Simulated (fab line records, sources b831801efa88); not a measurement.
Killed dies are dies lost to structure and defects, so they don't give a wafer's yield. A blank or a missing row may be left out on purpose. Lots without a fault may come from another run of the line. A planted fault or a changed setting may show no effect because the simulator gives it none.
fab line records | flow sky130
record lots=6 wafers=18 last_day=49
route steps=708 shown VIA2@522 METAL3@532 CAPM@537 PAD_OPEN@708
lots that met no fault: from a run of the same line without faults
start_h: hours from the record's first day to the start of the lot's first wafer shown | wait_h: hours since the lot's step before | " the same as in the row above | L1.1+2: a row that stands for several wafers | - no value, or no start given | * or withheld: withheld | < > ~ a bound
route shown NAME@n: a module of which the file shows steps, and the number in the route of the first | usual: mean/standard deviation of fault-free wafers | same: alike in all rows | chamber/n: place in a boat | sites: the reading at each site | _std_site: their standard deviation | _edge_site: outer sites' mean less inner sites' | radius_mm: how far each site lies from the wafer's centre | mask NAME#n: copy n | behind: the tool/chamber that last shaped the wafer | hold: why the lot was held/for how many hours/how that ended | device: the transistor (n, p or np) that didn't switch | end of line: the same wafers' tests at the end of the route | a step without rows: its recipe alone | killed: dies lost to structure and defects at the first sort, not the wafer's yield | map: a wafer's dies, x killed, . not, _ none there
set.NAME: the setting as run; set.NAME@STEP: as run at that earlier step | model.NAME: the simulator's own value behind a step, which no gauge read
lots at some steps of the route; a table a step, a row a wafer
services: from which hour (start_h, from the record's first day; less than 0 if before it) a tool's chamber was out of use, for how many hours, and why
## steps
# step SKY_VIA2_ETCH_15
# recipe target=SiO2 chemistry=C4F8/O2/Ar target_depth_nm=546 stop_on=TiN mask_material=KrF-thick source_w=1500 bias_w=1200 pressure_mtorr=40 c4f8_flow_sccm=withheld O2_flow_sccm=6 Ar_flow_sccm=300 time_s=84
# step SKY_VIA2_STRIP_16
# recipe chemistry=O2/N2 power_w=1400 pressure_mtorr=1500 platen_temp_c=withheld o2_flow_sccm=3000 n2_flow_sccm=300 overash_fraction=0.5
# step SKY_VIA2_STRIP_17
# recipe chemistry=post_etch_residue_remover time_s=1200 temp_c=72.5
# step SKY_VIA2_CLEAN_18
# recipe chemistry=IPA time_s=180 temp_c=25
# step SKY_VIA2_CLEAN_19
# recipe chemistry=O3/DIW dry=n2_spin
# step SKY_VIA2_SPUTTER_20
# recipe material=TiN target_thk_nm=20 chamber_pressure_pa=5 power_w=4000 time_s=80
# usual cathode_dc_power_W=4000.0/0.74 throttle_valve_pct=29.1/0.87
# columns lot.wafer tool chamber start_h wait_h cathode_dc_power_W throttle_valve_pct
L907.4 pvd_sputter-03 - 857.86 0.0 4000.8 29.9
L907.5 " - " " 3999.9 28.3
L907.6 " - " " 4000.4 29.4
L919.2 pvd_sputter-03 - 948.52 0.0 3999.2 29.8
L919.4 " - " " 3999.7 28.1
L919.6 " - " " 4000.5 29.3
L920.1 pvd_sputter-03 - 952.07 0.0 4000.0 30.9
L920.3 " - " " 4000.5 29.2
L920.6 " - " " 4001.0 28.2
L921.1 pvd_sputter-02 - 959.71 0.0 3999.7 28.3
L921.4 " - " " 4000.8 28.7
L921.6 " - " " 4000.5 28.6
L922.1 pvd_sputter-03 - 963.40 0.0 4000.6 30.9
L922.5 " - " " 4000.0 29.4
L922.6 " - " " 3999.1 28.1
L925.1 pvd_sputter-02 - 980.21 0.0 4000.7 28.3
L925.2 " - " " 3999.5 28.9
L925.5 " - " " 3999.3 28.5
# step SKY_VIA2_CVD_21
# recipe material=W target_thk_nm=420 time_s=126.4 temp_c=400 pressure_torr=40
# step SKY_VIA2_RS_MEAS_22
# recipe thk_meas_gauge=four-point-probe reads=W_of_VIA2_CVD_21+TiN_of_VIA2_SPUTTER_20
# usual VIA2_W_RS=0.2739/0.0028
# columns lot.wafer tool chamber start_h wait_h VIA2_W_RS[ohm/sq]
L907.4 film_metro-01 - 858.08 0.1 0.2710
L907.5 " - " " 0.2679
L907.6 " - " " 0.2729
L919.2 film_metro-01 - 948.73 0.1 0.2693
L919.4 " - " " 0.2697
L919.6 " - " " 0.2718
L920.1 film_metro-03 - 952.27 0.1 0.2755
L920.3 " - " " 0.2760
L920.6 " - " " 0.2742
L921.1 film_metro-03 - 959.90 0.1 0.2705
L921.4 " - " " 0.2713
L921.6 " - " " 0.2751
L922.1 film_metro-03 - 963.59 0.1 0.2718
L922.5 " - " " 0.2739
L922.6 " - " " 0.2731
L925.1 film_metro-02 - 980.40 0.1 0.2749
L925.2 " - " " 0.2729
L925.5 " - " " 0.2752
# step SKY_VIA2_THK_MEAS_23
# recipe thk_meas_gauge=xrf reads=W_of_VIA2_CVD_21
# usual VIA2_W_THK=424/6.6
# columns lot.wafer tool chamber start_h wait_h VIA2_W_THK[nm]
L907.4 film_metro-01 - 858.17 0.1 425
L907.5 " - " " 430
L907.6 " - " " 427
L919.2 film_metro-01 - 948.84 0.1 435
L919.4 " - " " 436
L919.6 " - " " 432
L920.1 film_metro-03 - 952.39 0.1 430
L920.3 " - " " 430
L920.6 " - " " 430
L921.1 film_metro-03 - 960.02 0.1 425
L921.4 " - " " 423
L921.6 " - " " 421
L922.1 film_metro-03 - 963.71 0.1 424
L922.5 " - " " 423
L922.6 " - " " 424
L925.1 film_metro-02 - 980.52 0.1 420
L925.2 " - " " 420
L925.5 " - " " 416
# step SKY_VIA2_CMP_24
# recipe stop_on=SiO2 t_overpolish_s=20 down_force_psi=3.5 platen_rpm=60 target_thk_nm=0 pad_velocity_m_s=0.94248
# step SKY_METAL3_SPUTTER_00
# recipe material=Ti target_thk_nm=15 power_w=3000 time_s=10 chamber_pressure_pa=0.4
# step SKY_METAL3_SPUTTER_01
# recipe material=TiN target_thk_nm=20 power_w=6500 time_s=16.7 chamber_pressure_pa=0.4
# step SKY_METAL3_SPUTTER_02
# recipe material=AlCu target_thk_nm=735 power_w=10600 time_s=39.1 chamber_pressure_pa=0.4
# usual cathode_dc_power_W=10600/2 throttle_valve_pct=29.3/0.94
# columns lot.wafer tool chamber start_h wait_h cathode_dc_power_W throttle_valve_pct model.AlCu_of_METAL3_SPUTTER_02.thk_nm
L907.4 pvd_sputter-03 - 858.57 0.0 10599 28.0 730.8
L907.5 " - " " 10600 29.2 740
L907.6 " - " " 10599 29.6 748.9
L919.2 pvd_sputter-02 - 949.24 0.0 10601 28.2 747.4
L919.4 " - " " 10598 28.5 741.7
L919.6 " - " " 10597 29.0 738
L920.1 pvd_sputter-02 - 952.79 0.0 10601 28.4 735.6
L920.3 " - " " 10599 28.9 739.5
L920.6 " - " " 10599 28.6 736.3
L921.1 pvd_sputter-03 - 960.43 0.0 10601 30.8 746.3
L921.4 " - " " 10601 30.9 743.2
L921.6 " - " " 10600 29.4 742.4
L922.1 pvd_sputter-02 - 964.12 0.0 10600 28.5 736.2
L922.5 " - " " 10596 28.7 861.6
L922.6 " - " " 10601 28.7 863.4
L925.1 pvd_sputter-02 - 980.93 0.0 10602 28.3 749.7
L925.2 " - " " 10600 28.7 740
L925.5 " - " " 10600 28.8 861.6
# step SKY_METAL3_SPUTTER_03
# recipe material=Ti target_thk_nm=5 power_w=3000 time_s=3.3 chamber_pressure_pa=0.4
# step SKY_METAL3_SPUTTER_04
# recipe material=TiN target_thk_nm=70 power_w=6500 time_s=58.3 chamber_pressure_pa=0.4
# usual cathode_dc_power_W=6499.9/1.1 throttle_valve_pct=29.3/0.94
# columns lot.wafer tool chamber start_h wait_h cathode_dc_power_W throttle_valve_pct
L907.4 pvd_sputter-03 - 858.63 0.0 6500.7 28.1
L907.5 " - " " 6501.5 29.3
L907.6 " - " " 6501.6 29.6
L919.2 pvd_sputter-02 - 949.30 0.0 6498.0 28.3
L919.4 " - " " 6500.0 28.4
L919.6 " - " " 6498.6 28.8
L920.1 pvd_sputter-02 - 952.85 0.0 6501.8 28.4
L920.3 " - " " 6501.4 28.9
L920.6 " - " " 6499.0 28.6
L921.1 pvd_sputter-03 - 960.48 0.0 6499.3 31.0
L921.4 " - " " 6499.0 30.6
L921.6 " - " " 6498.0 29.1
L922.1 pvd_sputter-02 - 964.18 0.0 6502.0 28.6
L922.5 " - " " 6499.8 28.8
L922.6 " - " " 6500.9 28.7
L925.1 pvd_sputter-02 - 980.99 0.0 6501.9 28.3
L925.2 " - " " 6502.0 28.4
L925.5 " - " " 6500.0 28.7
# step SKY_CAPM_CVD_00
# recipe material=SiO2 target_thk_nm=15.5 temp_c=400 time_s=withheld rf_w=450
# usual heater_power_outer_w=414/57 heater_power_w=698/83
# columns lot.wafer tool chamber start_h wait_h heater_power_outer_w heater_power_w
L907.4 pecvd-03 0 858.67 0.0 331 643
L907.5 " 2 " " 437 779
L907.6 " 1 " " 484 814
L919.2 pecvd-04 0 949.34 0.0 356 600
L919.4 " 0 " " 361 592
L919.6 " 0 " " 365 593
L920.1 pecvd-02 1 952.90 0.0 393 702
L920.3 " 2 " " 388 645
L920.6 " 1 " " 398 698
L921.1 pecvd-02 1 960.53 0.0 402 701
L921.4 " 1 " " 393 712
L921.6 " 0 " " 484 839
L922.1 pecvd-03 0 964.23 0.0 327 644
L922.5 " 1 " " 480 813
L922.6 " 0 " " 330 663
L925.1 pecvd-03 2 981.04 0.0 480 791
L925.2 " 0 " " 254 553
L925.5 " 0 " " 263 527
# step SKY_CAPM_THK_MEAS_01
# recipe reads=SiO2_of_CAPM_CVD_00
# usual CAPM_CVD_00_THK=15.41/0.23
# columns lot.wafer tool chamber start_h wait_h CAPM_CVD_00_THK[nm]
L907.4 film_metro-04 - 858.71 - 15.29
L907.5 " - " " 15.03
L907.6 " - " " 15.35
L919.2 film_metro-04 - 949.39 - 15.22
L919.4 " - " " 15.54
L919.6 " - " " 15.75
L920.1 film_metro-01 - 952.92 - 15.23
L920.3 " - " " 15.49
L920.6 " - " " 15.65
L921.1 film_metro-04 - 960.55 - 15.38
L921.4 " - " " 15.56
L921.6 " - " " 15.51
L922.1 film_metro-03 - 964.25 - 15.45
L922.5 " - " " 15.61
L922.6 " - " " 15.70
L925.1 film_metro-03 - 981.06 - 15.04
L925.2 " - " " 15.11
L925.5 " - " " 15.18
# step SKY_CAPM_SPUTTER_02
# recipe material=TiN target_thk_nm=200 temp_c=300 power_w=6500 time_s=166.7 chamber_pressure_pa=0.4
# usual cathode_dc_power_W=6500.0/1.2 throttle_valve_pct=29.5/0.98
# columns lot.wafer tool chamber start_h wait_h cathode_dc_power_W throttle_valve_pct
L907.4 pvd_sputter-04 - 858.74 0.0 6498.2 29.9
L907.5 " - " " 6501.8 29.8
L907.6 " - " " 6499.1 30.2
L919.2 pvd_sputter-04 - 949.44 0.0 6499.5 29.6
L919.4 " - " " 6502.1 31.5
L919.6 " - " " 6498.9 29.9
L920.1 pvd_sputter-04 - 952.98 0.1 6500.9 29.4
L920.3 " - " " 6498.1 31.6
L920.6 " - " " 6501.0 30.3
L921.1 pvd_sputter-04 - 960.61 0.1 6498.0 29.9
L921.4 " - " " 6499.6 29.3
L921.6 " - " " 6498.8 29.5
L922.1 pvd_sputter-04 - 964.31 0.1 6498.8 29.2
L922.5 " - " " 6500.0 31.3
L922.6 " - " " 6500.5 29.7
L925.1 pvd_sputter-04 - 981.12 0.1 6500.6 29.7
L925.2 " - " " 6499.6 30.2
L925.5 " - " " 6501.1 30.1
# step SKY_CAPM_RS_MEAS_03
# recipe thk_meas_gauge=four-point-probe reads=TiN_of_CAPM_SPUTTER_02
# usual CAPM_TIN_RS=6.91/0.071
# columns lot.wafer tool chamber start_h wait_h CAPM_TIN_RS[ohm/sq]
L907.4 film_metro-01 - 858.91 0.1 6.94
L907.5 " - " " 6.90
L907.6 " - " " 7.00
L919.2 film_metro-03 - 949.57 0.1 6.96
L919.4 " - " " 6.91
L919.6 " - " " 6.94
L920.1 film_metro-03 - 953.09 0.1 6.95
L920.3 " - " " 7.01
L920.6 " - " " 7.02
L921.1 film_metro-03 - 960.74 0.1 6.94
L921.4 " - " " 6.96
L921.6 " - " " 6.93
L922.1 film_metro-04 - 964.42 0.1 7.00
L922.5 " - " " 6.95
L922.6 " - " " 6.96
L925.1 film_metro-01 - 981.23 0.1 6.86
L925.2 " - " " 6.96
L925.5 " - " " 6.94
# step SKY_CAPM_THK_MEAS_04
# recipe thk_meas_gauge=xrf reads=TiN_of_CAPM_SPUTTER_02
# usual CAPM_TIN_THK=197.0/2
# columns lot.wafer tool chamber start_h wait_h CAPM_TIN_THK[nm]
L907.4 film_metro-01 - 859.00 0.1 195.5
L907.5 " - " " 196.7
L907.6 " - " " 194.9
L919.2 film_metro-03 - 949.68 0.1 195.2
L919.4 " - " " 197.4
L919.6 " - " " 197.2
L920.1 film_metro-03 - 953.21 0.1 196.1
L920.3 " - " " 194.0
L920.6 " - " " 194.7
L921.1 film_metro-03 - 960.86 0.1 196.2
L921.4 " - " " 196.3
L921.6 " - " " 196.3
L922.1 film_metro-04 - 964.54 0.1 193.5
L922.5 " - " " 193.6
L922.6 " - " " 193.1
L925.1 film_metro-01 - 981.35 0.1 199.5
L925.2 " - " " 195.5
L925.5 " - " " 196.7
# step SKY_CAPM_DEHYDRATE_05
# recipe temp_c=200 time_s=60
# step SKY_CAPM_HMDS_06
# recipe prime_time_s=60 prime_temp_c=120
# step SKY_CAPM_COAT_07
# recipe resist=NOVOLAK spin_rpm=3000 resist_thk_nm=1140
# step SKY_CAPM_SOFTBAKE_08
# recipe temp_c=90 time_s=60 resist=NOVOLAK
# step SKY_CAPM_EXPOSE_09
# recipe mask_id=CAPM na=0.6 source_shape=conventional sigma_outer=0.6 polarization=unpolarized target_cd_nm=1000 dose_mj=159
# step SKY_CAPM_PEB_10
# recipe temp_c=withheld time_s=* resist=NOVOLAK
# step SKY_CAPM_DEVELOP_11
# recipe resist=NOVOLAK developer=TMAH develop_time_s=60 dev_temp_c=23
# step SKY_CAPM_OVL_MEAS_12
# usual CAPM_OVL=0.1/1.5
# columns lot.wafer tool chamber start_h wait_h CAPM_OVL[nm]
L907.4 overlay-01 - 885.02 0.1 -0.7
L907.5 " - " " -2.5
L907.6 " - " " -2.2
L919.2 overlay-02 - 973.16 0.1 1.7
L919.4 " - " " 2.6
L919.6 " - " " 2.0
L920.1 overlay-02 - 977.00 0.1 -1.4
L920.3 " - " " 0.5
L920.6 " - " " 1.3
L921.1 overlay-01 - 984.13 0.1 2.7
L921.4 " - " " 2.7
L921.6 " - " " 1.9
L922.1 overlay-02 - 988.95 0.1 0.6
L922.5 " - " " 1.3
L922.6 " - " " 0.0
L925.1 overlay-01 - 1004.30 0.1 -1.4
L925.2 " - " " -0.8
L925.5 " - " " -1.6
# step SKY_CAPM_METAL_ETCH_13
# recipe target_depth_nm=220 stop_on=SiO2 chemistry=Cl2/BCl3 target=TiN pressure_mtorr=10 icp_w=900 bias_w=48.5 Cl2_flow_sccm=60 bcl3_flow_sccm=30 time_s=62.9
# step SKY_CAPM_STRIP_14
# recipe chemistry=O2/N2 power_w=1400 pressure_mtorr=1500 platen_temp_c=withheld o2_flow_sccm=3000 n2_flow_sccm=300 overash_fraction=0.5
# usual drypump_motor_current_A=5.6/0.31 n2_flow_sccm=300.0/0.87 oes_product_au=0.710/0.005 strip_time_to_endpoint_s=12.67/0.043
# columns lot.wafer tool chamber start_h wait_h drypump_motor_current_A n2_flow_sccm oes_product_au rf_hours_counter_h strip_time_to_endpoint_s
L907.4 plasma_asher-02 1 885.15 0.1 5.4 300.9 0.714 - 12.67
L907.5 " 0 " " 6.1 299.3 0.701 - 12.69
L907.6 " 1 " " 5.3 299.7 0.708 - 12.68
L919.2 plasma_asher-03 1 973.27 0.1 5.2 299.1 0.706 113 12.72
L919.4 " 0 " " 5.4 299.4 0.710 - 12.68
L919.6 " 0 " " 5.3 300.4 0.706 - 12.65
L920.1 plasma_asher-02 1 977.12 0.1 5.3 300.4 0.715 24 12.67
L920.3 " 0 " " 6.1 301.2 0.707 - 12.69
L920.6 " 0 " " 6.1 300.1 0.717 - 12.62
L921.1 plasma_asher-04 0 984.24 0.1 5.7 300.1 0.712 87 12.69
L921.4 " 0 " " 5.7 300.5 0.706 - 12.66
L921.6 " 0 " " 5.7 299.2 0.712 - 12.71
L922.1 plasma_asher-04 1 989.07 0.1 5.9 299.7 0.708 88 12.72
L922.5 " 1 " " 5.9 300.0 0.716 - 12.72
L922.6 " 0 " " 5.7 300.8 0.711 - 12.65
L925.1 plasma_asher-04 1 1004.42 0.1 5.9 301.1 0.715 89 12.60
L925.2 " 0 " " 5.7 298.9 0.712 89 12.71
L925.5 " 1 " " 5.9 300.2 0.711 - 12.70
# step SKY_CAPM_STRIP_15
# recipe chemistry=post_etch_residue_remover time_s=1200 temp_c=72.5
# step SKY_CAPM_CLEAN_16
# recipe chemistry=IPA time_s=180 temp_c=25
# step SKY_CAPM_CLEAN_17
# recipe chemistry=O3/DIW dry=n2_spin
# step SKY_METAL3_DEHYDRATE_05
# recipe temp_c=200 time_s=60
# step SKY_METAL3_HMDS_06
# recipe prime_time_s=60 prime_temp_c=120
# step SKY_METAL3_COAT_07
# recipe resist=BARC temp_c=withheld time_s=withheld spin_rpm=3000 resist_thk_nm=60
# step SKY_METAL3_COAT_08
# recipe resist=KrF-thick spin_rpm=3000 resist_thk_nm=1140
# step SKY_METAL3_SOFTBAKE_09
# recipe temp_c=100 time_s=90 resist=KrF-thick
# step SKY_METAL3_EXPOSE_10
# recipe mask_id=MM3 na=0.68 source_shape=annular sigma_inner=0.4 sigma_outer=0.8 target_cd_nm=300 dose_mj=28
# step SKY_METAL3_PEB_11
# recipe peb_temp_c=withheld peb_time_s=withheld resist=KrF-thick
# step SKY_METAL3_DEVELOP_12
# recipe develop_time_s=60 resist=KrF-thick dev_temp_c=21
# step SKY_METAL3_CD_MEAS_13
# recipe target_cd_nm=300
# usual cd_nm=300.2/1.5
# columns lot.wafer tool chamber start_h wait_h cd_nm
L907.4 cd_sem-01 - 911.23 - 301.2
L907.5 " - " " 300.5
L907.6 " - " " 302.1
L919.2 cd_sem-01 - 996.77 - 301.5
L919.4 " - " " 301.0
L919.6 " - " " 300.9
L920.1 cd_sem-01 - 1000.10 - 299.5
L920.3 " - " " 298.7
L920.6 " - " " 299.6
L921.1 cd_sem-01 - 1007.62 - 301.4
L921.4 " - " " 300.3
L921.6 " - " " 302.4
L922.1 cd_sem-01 - 1012.47 - 301.8
L922.5 " - " " 300.1
L922.6 " - " " 301.0
L925.1 cd_sem-01 - 1027.00 - 298.7
L925.2 " - " " 298.6
L925.5 " - " " 300.3
# step SKY_METAL3_METAL_ETCH_18
# recipe target_depth_a=8450 stop_on=SiO2 over_etch_frac=0.3 time_s=183.1 chemistry=Cl2/BCl3 resist_sidewall_deg=88 pressure_mtorr=10 icp_w=900 bias_w=48.5 Cl2_flow_sccm=60 bcl3_flow_sccm=30
# usual drypump_motor_current_A=5.8/0.62 oes_product_au=0.868/0.0061 throttle_valve_pct=22.265/0.0082
# columns lot.wafer tool chamber start_h wait_h drypump_motor_current_A oes_product_au rf_hours_counter_h throttle_valve_pct
L907.4 rie_metal-04 0 911.53 0.1 6.1 0.869 - 22.275
L907.5 " 1 " " 6.7 0.872 - 22.260
L907.6 " 0 " " 6.1 0.880 - 22.267
L919.2 rie_metal-04 1 997.06 0.0 6.8 0.873 14 22.264
L919.4 " 0 " " 6.1 0.873 - 22.248
L919.6 " 1 " " 6.8 0.870 - 22.274
L920.1 rie_metal-01 0 1000.41 0.0 4.9 0.863 16 22.262
L920.3 " 0 " " 4.9 0.865 - 22.278
L920.6 " 0 " " 4.9 0.866 - 22.261
L921.1 rie_metal-03 0 1007.92 0.0 5.3 0.874 11 22.260
L921.4 " 0 " " 5.3 0.864 - 22.269
L921.6 " 0 " " 5.3 0.873 - 22.260
L922.1 rie_metal-01 1 1012.77 0.0 5.8 0.869 15 22.262
L922.5 " 0 " " 4.9 0.932 - 22.261
L922.6 " 1 " " 5.7 0.934 - 22.252
L925.1 rie_metal-01 0 1027.31 0.0 4.9 0.868 18 22.261
L925.2 " 1 " " 5.7 0.862 16 22.258
L925.5 " 0 " " 4.9 0.935 - 22.270
# step SKY_PAD_OPEN_PROBE_99
# usual defect_limited_yield=82.3/1.9 killed_at_M0_to_M3=44/6.9 killed_at_M4_up=3.3/2.1 killed_at_contacts=24/4.8 killed_at_front_end=15/4.4 killed_at_other=0.2/0.48 killed_dies=87/9.5 killed_open=48/6.5 killed_short=39/6.3 sort_bin_3_pad_short=0.9/0.48 sort_bin_5_function=10.5/1.5 sort_bin_6_memory=6.3/1.1 sort_n_pass=405/9.5 sort_yield_pct=82.3/1.9
# same gross_dies=492 killed_at_back_side=0 sort_bin_4_leakage[%]=0 sort_bin_8_speed[%]=0
# columns lot.wafer tool chamber start_h wait_h defect_limited_yield[%] killed_at_M0_to_M3 killed_at_M4_up killed_at_contacts killed_at_front_end killed_at_other killed_dies killed_open killed_short sort_bin_3_pad_short[%] sort_bin_5_function[%] sort_bin_6_memory[%] sort_n_pass sort_yield_pct[%] model.etest.met3.line_ohm_um model.etest.met3.rs_ohm_sq
L907.4 prober-01 - 1084.68 0.2 79.7 43 4 35 18 0 100 52 48 0.6 12.4 7.3 392 79.7 0.1425 0.04302
L907.5 prober-01 - 1084.73 0.2 79.1 54 5 32 12 0 103 51 52 2.0 12.4 6.5 389 79.1 0.1428 0.0423
L907.6 prober-01 - 1084.78 0.2 84.1 35 5 20 18 0 78 41 37 0.6 9.6 5.7 414 84.1 0.137 0.04174
L919.2 prober-02 - 1153.55 0.1 81.1 40 6 23 24 0 93 49 44 0.8 11.8 6.3 399 81.1 0.143 0.04221
L919.4 prober-02 - 1153.65 0.2 83.3 39 4 19 20 0 82 41 41 1.6 9.1 5.9 410 83.3 0.1398 0.04264
L919.6 prober-02 - 1153.75 0.2 81.5 49 2 18 22 0 91 46 45 1.6 11.2 5.7 401 81.5 0.1441 0.04283
L920.1 prober-01 - 1155.16 0.1 86.0 40 1 20 7 1 69 39 30 0 8.1 5.9 423 86.0 0.1434 0.04261
L920.3 prober-01 - 1155.26 0.2 81.5 53 6 22 10 0 91 46 45 2.0 11.8 4.7 401 81.5 0.1447 0.04228
L920.6 prober-01 - 1155.41 0.2 84.1 44 0 18 14 2 78 42 36 0.4 10.2 5.3 414 84.1 0.1444 0.04274
L921.1 prober-02 - 1161.16 0.1 82.3 52 2 23 10 0 87 49 38 0.8 11.4 5.5 405 82.3 0.1396 0.0417
L921.4 prober-02 - 1161.31 0.2 86.8 32 1 21 11 0 65 33 32 1.0 7.9 4.3 427 86.8 0.144 0.04234
L921.6 prober-02 - 1161.41 0.2 83.1 39 4 23 17 0 83 43 40 0.4 11.8 4.7 409 83.1 0.1444 0.04263
L922.1 prober-01 - 1165.66 0.1 82.9 38 7 19 20 0 84 45 39 1.0 9.3 6.7 408 82.9 0.1412 0.04269
L922.5 prober-01 - 1165.86 0.2 81.5 51 3 24 13 0 91 52 39 0.6 10.8 7.1 401 81.5 0.1216 0.03662
L922.6 prober-01 - 1165.91 0.2 86.0 33 5 20 11 0 69 38 31 0.4 7.9 5.7 423 86.0 0.1192 0.03615
L925.1 prober-02 - 1176.52 0.1 79.7 45 6 29 18 2 100 53 44 1.6 13.0 5.7 392 79.7 0.1399 0.04176
L925.2 prober-02 - 1176.57 0.1 82.1 51 6 21 10 0 88 44 44 1.2 10.0 6.7 404 82.1 0.1436 0.0421
L925.5 prober-02 - 1176.72 0.2 82.9 37 3 22 22 0 84 46 38 1.0 9.6 6.5 408 82.9 0.1199 0.03645
# killed by level:class
L907.4 CONTACT:geometric_particle:open=10 CONTACT:geometric_particle:short=9 LI_CONTACT:geometric_particle:open=8 VIA1:geometric_particle:open=8 FIELD_ISO:geometric_particle:short=7 METAL2:geometric_particle:short=7 LOCAL_INTERCONNECT:geometric_particle:short=6 VIA2:geometric_particle:open=6
L907.5 VIA1:geometric_particle:open=10 CONTACT:geometric_particle:open=9 CONTACT:geometric_particle:short=8 METAL1:geometric_particle:short=8 VIA1:geometric_particle:short=8 LI_CONTACT:geometric_particle:open=7 LOCAL_INTERCONNECT:geometric_particle:short=6 METAL2:geometric_particle:short=6
L907.6 CONTACT:geometric_particle:open=9 POLY_GATE:geometric_particle:open=7 VIA1:geometric_particle:open=7 FIELD_ISO:geometric_particle:open=5 VIA1:geometric_particle:short=5 CONTACT:geometric_particle:short=5 METAL1:geometric_particle:short=5 POLY_GATE:geometric_particle:short=4
L919.2 LI_CONTACT:geometric_particle:open=9 CONTACT:geometric_particle:open=8 VIA1:geometric_particle:open=7 FIELD_ISO:geometric_particle:short=6 POLY_GATE:geometric_particle:open=6 METAL2:geometric_particle:short=6 METAL1:geometric_particle:short=6 VIA2:geometric_particle:open=6
L919.4 VIA1:geometric_particle:open=9 VIA2:geometric_particle:open=6 VIA3:geometric_particle:short=6 POLY_GATE:geometric_particle:short=5 CONTACT:geometric_particle:open=5 CONTACT:geometric_particle:short=5 METAL1:geometric_particle:short=5 VIA2:geometric_particle:short=5
L919.6 VIA1:geometric_particle:open=12 METAL2:geometric_particle:short=9 FIELD_ISO:geometric_particle:short=8 CONTACT:geometric_particle:open=6 METAL1:geometric_particle:short=6 FIELD_ISO:geometric_particle:open=5 CONTACT:geometric_particle:short=5 VIA3:geometric_particle:open=5
L920.1 VIA1:geometric_particle:open=12 VIA3:geometric_particle:open=8 LOCAL_INTERCONNECT:geometric_particle:short=6 VIA2:geometric_particle:open=6 CONTACT:geometric_particle:short=5 CONTACT:geometric_particle:open=5 LI_CONTACT:geometric_particle:open=4 METAL1:geometric_particle:short=3
L920.3 VIA1:geometric_particle:open=12 VIA3:geometric_particle:open=8 METAL1:geometric_particle:short=7 VIA2:geometric_particle:open=7 CONTACT:geometric_particle:open=7 VIA1:geometric_particle:short=7 CONTACT:geometric_particle:short=6 LOCAL_INTERCONNECT:geometric_particle:short=5
L920.6 VIA2:geometric_particle:open=10 CONTACT:geometric_particle:open=7 METAL2:geometric_particle:short=7 METAL1:geometric_particle:short=6 VIA1:geometric_particle:open=5 VIA3:geometric_particle:open=5 FIELD_ISO:geometric_particle:open=4 LOCAL_INTERCONNECT:geometric_particle:short=4
L921.1 VIA1:geometric_particle:open=11 VIA3:geometric_particle:open=10 CONTACT:geometric_particle:open=8 VIA2:geometric_particle:open=8 CONTACT:geometric_particle:short=7 VIA3:geometric_particle:short=6 VIA1:geometric_particle:short=5 LI_CONTACT:geometric_particle:open=4
L921.4 VIA2:geometric_particle:open=9 CONTACT:geometric_particle:open=8 CONTACT:geometric_particle:short=8 METAL1:geometric_particle:short=5 VIA3:geometric_particle:open=4 FIELD_ISO:geometric_particle:short=3 VIA1:geometric_particle:open=3 VIA2:geometric_particle:short=3
L921.6 METAL1:geometric_particle:short=9 FIELD_ISO:geometric_particle:open=7 VIA1:geometric_particle:open=7 LI_CONTACT:geometric_particle:open=6 CONTACT:geometric_particle:short=6 CONTACT:geometric_particle:open=6 METAL2:geometric_particle:short=6 VIA2:geometric_particle:open=5
L922.1 VIA1:geometric_particle:open=11 CONTACT:geometric_particle:open=7 FIELD_ISO:geometric_particle:open=6 FIELD_ISO:geometric_particle:short=6 POLY_GATE:geometric_particle:short=5 LI_CONTACT:geometric_particle:open=5 METAL1:geometric_particle:short=5 VIA1:geometric_particle:short=5
L922.5 VIA1:geometric_particle:open=14 CONTACT:geometric_particle:open=10 VIA3:geometric_particle:open=9 VIA1:geometric_particle:short=5 METAL2:geometric_particle:short=5 VIA2:geometric_particle:open=5 FIELD_ISO:geometric_particle:short=4 POLY_GATE:geometric_particle:short=4
L922.6 VIA1:geometric_particle:open=11 CONTACT:geometric_particle:open=8 VIA1:geometric_particle:short=6 VIA3:geometric_particle:open=5 FIELD_ISO:geometric_particle:short=4 LOCAL_INTERCONNECT:geometric_particle:short=4 POLY_GATE:geometric_particle:open=4 LI_CONTACT:geometric_particle:open=4
L925.1 VIA2:geometric_particle:open=13 LI_CONTACT:geometric_particle:open=8 LI_CONTACT:geometric_particle:short=7 CONTACT:geometric_particle:open=6 VIA1:geometric_particle:open=6 FIELD_ISO:geometric_particle:open=5 VIA3:geometric_particle:short=5 CONTACT:geometric_particle:short=5
L925.2 VIA2:geometric_particle:open=14 VIA1:geometric_particle:open=9 CONTACT:geometric_particle:short=7 METAL2:geometric_particle:short=7 VIA3:geometric_particle:open=6 METAL4:geometric_particle:short=6 CONTACT:geometric_particle:open=5 VIA2:geometric_particle:short=5
L925.5 VIA1:geometric_particle:open=11 CONTACT:geometric_particle:short=7 VIA2:geometric_particle:open=7 FIELD_ISO:geometric_particle:open=6 POLY_GATE:geometric_particle:short=6 LI_CONTACT:geometric_particle:open=5 CONTACT:geometric_particle:open=5 VIA3:geometric_particle:open=4
## services
# columns tool chamber start_h hours kind
rie_metal-01 - 852.71 0.6 repair
rie_metal-04 0 859.61 - clean
rie_metal-04 0 859.61 17.3 scheduled_down
rie_metal-04 0 859.61 17.3 vent_cycle
rie_metal-03 1 886.46 - clean
rie_metal-04 0 887.54 22.4 repair
rie_metal-01 1 891.75 7.3 repair
plasma_asher-04 - 895.76 11.9 repair
pecvd-02 2 902.77 5.5 scheduled_down
pvd_sputter-02 - 913.45 2.1 repair
plasma_asher-02 - 930.14 2.8 repair
pvd_sputter-04 - 931.62 4.3 repair
pecvd-03 2 942.93 2.1 scheduled_down
pecvd-03 - 943.70 0.3 repair
pecvd-02 2 949.10 2.3 repair
pvd_sputter-02 - 960.08 1.2 repair
plasma_asher-04 - 962.06 0.3 repair
pvd_sputter-03 - 969.41 24.1 repair
pvd_sputter-02 - 974.01 4.9 repair
pecvd-03 1 977.18 2.1 scheduled_down
pecvd-03 0 985.48 8.2 repair
pecvd-02 - 987.38 1.4 repair
rie_metal-03 1 993.58 17.2 repair
pecvd-02 2 1015.77 15.5 repair
## key
first_sign step=SKY_METAL3_METAL_ETCH_18 reading=oes_product_au direction=up sigmas=11 usual=0.868 struck=0.934
effect none on later readings
model_effect step=SKY_METAL3_SPUTTER_02 value=AlCu_of_METAL3_SPUTTER_02.thk_nm without=740.2 struck=862.2
model_effect step=SKY_PAD_OPEN_PROBE_99 value=etest.met3.line_ohm_um without=0.1403 struck=0.1202
met_at SKY_METAL3_SPUTTER_02
struck_wafers L922.5,L922.6,L925.5
onset_between 952.79 964.12
fault kind=process_parameter_drift tool=pvd_sputter-02 chamber=- onset_h=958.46 steps=SKY_METAL3_SPUTTER_02 channel=time_s offset=* shape=step end_h=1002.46 scope=struck_wafers_only acts_in=* stated=*
